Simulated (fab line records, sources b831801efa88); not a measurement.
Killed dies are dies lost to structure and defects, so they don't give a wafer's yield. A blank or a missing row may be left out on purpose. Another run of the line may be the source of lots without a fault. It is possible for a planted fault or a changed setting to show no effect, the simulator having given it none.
Struck lot and sound lot, side by side    flow sky130    18 out of 708 route steps
Sound: wafers L465.3, L465.4, L465.6. Struck: wafers L469.1, L469.3. The cause is named last.
At each step with rows: each side's tool, then ch and its chambers, then its first start. Under that, the readings that differ: sound wafers    struck wafers    difference of the means    sigmas: that difference in standard deviations of wafers without a fault.
alike: readings whose means differ by less than 2 such deviations, and words and numbers that are the same on both sides. not compared: withheld readings, readings that some wafer has no value for, bounds like >300 that may hide the same value, and numbers for which the record gives no deviation and whose values overlap.
The two part at a step that has a row with sigmas, a row that says differs or no value, or rows on one side only. Numbers that don't overlap but have no deviation are shown without sigmas and don't part them. A reading missing from all wafers of one side parts the sides only when that side holds two or more wafers.

first, 1 step without rows for these wafers: SKY_FIELD_ISO_DEVELOP_12 (develop time 60 s).
SKY_FIELD_ISO_CD_MEAS_13: the cd target is 150 nm.
  struck on cdSem-02, day 5 15:55; sound on cdSem-02, day 4 18:13
reading    sound              struck       difference  sigmas
cdNm (nm)  147.4 147.7 147.8  151.2 152.1  +4.0        +3
SKY_FIELD_ISO_ETCH_14: etches BARC in N2/H2, stops on SiO2, time 45.9 s, target depth 60 nm.
  sound on rieDiel-04 ch 1,3, day 4 18:17; struck on rieDiel-02 ch 0,2, day 5 16:02
  alike: biasW, drypumpMotorCurrentA, oesProductAu, throttleValvePct
  not compared: rfHoursCounterH
SKY_FIELD_ISO_ETCH_15: etches the open film in CHF3/O2, stops on Si, target depth 180 nm, time 72 s.
  sound on rieDiel-04 ch 1,3, day 4 18:20; struck on rieDiel-02 ch 0,2, day 5 16:05
  alike: biasW, drypumpMotorCurrentA, oesProductAu, throttleValvePct
  not compared: rfHoursCounterH
SKY_FIELD_ISO_STRIP_16: strips in O2/N2.
  sound on plasmaAsher-03 ch 0,1, day 4 18:25; struck on plasmaAsher-02 ch 0, day 5 16:08
  alike: drypumpMotorCurrentA, oesProductAu, stripTimeToEndpointS
  not compared: rfHoursCounterH
SKY_FIELD_ISO_ETCH_17: etches Si in HBr/Cl2/O2, target depth 342 nm, time 97.7 s.
  sound on rieSi-02 ch 0,1,2, day 4 18:29; struck on rieSi-02 ch 2,3, day 5 16:14
reading    sound              struck       difference  sigmas
biasW (W)  149.7 149.1 150.2  150.0 151.2  +0.9        +2
  alike: drypumpMotorCurrentA, oesProductAu, throttleValvePct
  not compared: rfHoursCounterH
then, 5 steps without rows for these wafers: SKY_FIELD_ISO_WET_ETCH_18 (etches Si3N4 in H3PO4, target depth 25 nm, time 286 s); SKY_FIELD_ISO_CLEAN_19 (cleans in SC1/SC2, time 150 s); SKY_FIELD_ISO_CLEAN_20 (cleans in dHF, time 20 s); SKY_FIELD_ISO_WET_ETCH_21 (etches SiO2 in dHF, target depth 20 nm, time 400 s); SKY_FIELD_ISO_OXIDATION_22 (stabilise 600 s, purge 300 s, target thk 10 nm).
SKY_FIELD_ISO_THK_MEAS_23:
  struck on filmMetro-03, day 5 19:11; sound on filmMetro-03, day 4 20:50
  alike: FIELD_ISO_OXIDATION_01_THK
SKY_FIELD_ISO_CVD_24: deposits SiO2, target thk 595 nm, time 99.2 s.
  sound on hdpcvd-01 ch 0,1, day 4 20:52; struck on hdpcvd-02 ch 1,2, day 5 19:14
reading                                    sound              struck       difference  sigmas
model.SiO2_of_FIELD_ISO_CVD_24.thkNm (nm)  594.8 595.2 596.5  771.7 767.6  +174.2      
SKY_FIELD_ISO_THK_MEAS_25:
  struck on filmMetro-03, day 5 19:21; sound on filmMetro-01, day 4 20:58
reading                    sound        struck   difference  sigmas
FIELD_ISO_CVD_24_THK (nm)  595 595 597  771 768  +174        +29
then, 1 step without rows for these wafers: SKY_FIELD_ISO_ANNEAL_26 (time 1800 s).
SKY_FIELD_ISO_CMP_27: polishes, stops on Si3N4, t overpolish 16 s, target thk 457.8 nm.
  sound on cmp-02 ch 1,2,3, day 4 22:30; struck on cmp-01 ch 0,3, day 5 23:06
reading              sound        struck   difference  sigmas
timeToEndpointS (s)  113 110 108  146 146  +36         +9
  alike: motorCurrentA
then, 1 step without rows for these wafers: SKY_FIELD_ISO_WET_ETCH_28 (etches SiO2 in dHF, target depth 23.7 nm, time 47 s).
-- a jump in the record: the struck wafers' starts before and after are 44 days apart (it breaks off in module FIELD_ISO and resumes in module PAD_OPEN, where the first step shown is number 708 of the route) --
SKY_PAD_OPEN_PROBE_99:
  struck on prober-02, day 49 18:05; sound on prober-01, day 48 15:31
reading     sound     struck  difference  sigmas
killedOpen  45 55 50  35      -15         -2
  alike: killed_at_M0_to_M3, killed_at_M4_up, killedAtContacts, killedAtFrontEnd, killedAtOther, killedDies, killedShort

## WHERE THEY PART
First at SKY_FIELD_ISO_CD_MEAS_13; last, within this record, at SKY_PAD_OPEN_PROBE_99.

WHY: what the simulator had put in
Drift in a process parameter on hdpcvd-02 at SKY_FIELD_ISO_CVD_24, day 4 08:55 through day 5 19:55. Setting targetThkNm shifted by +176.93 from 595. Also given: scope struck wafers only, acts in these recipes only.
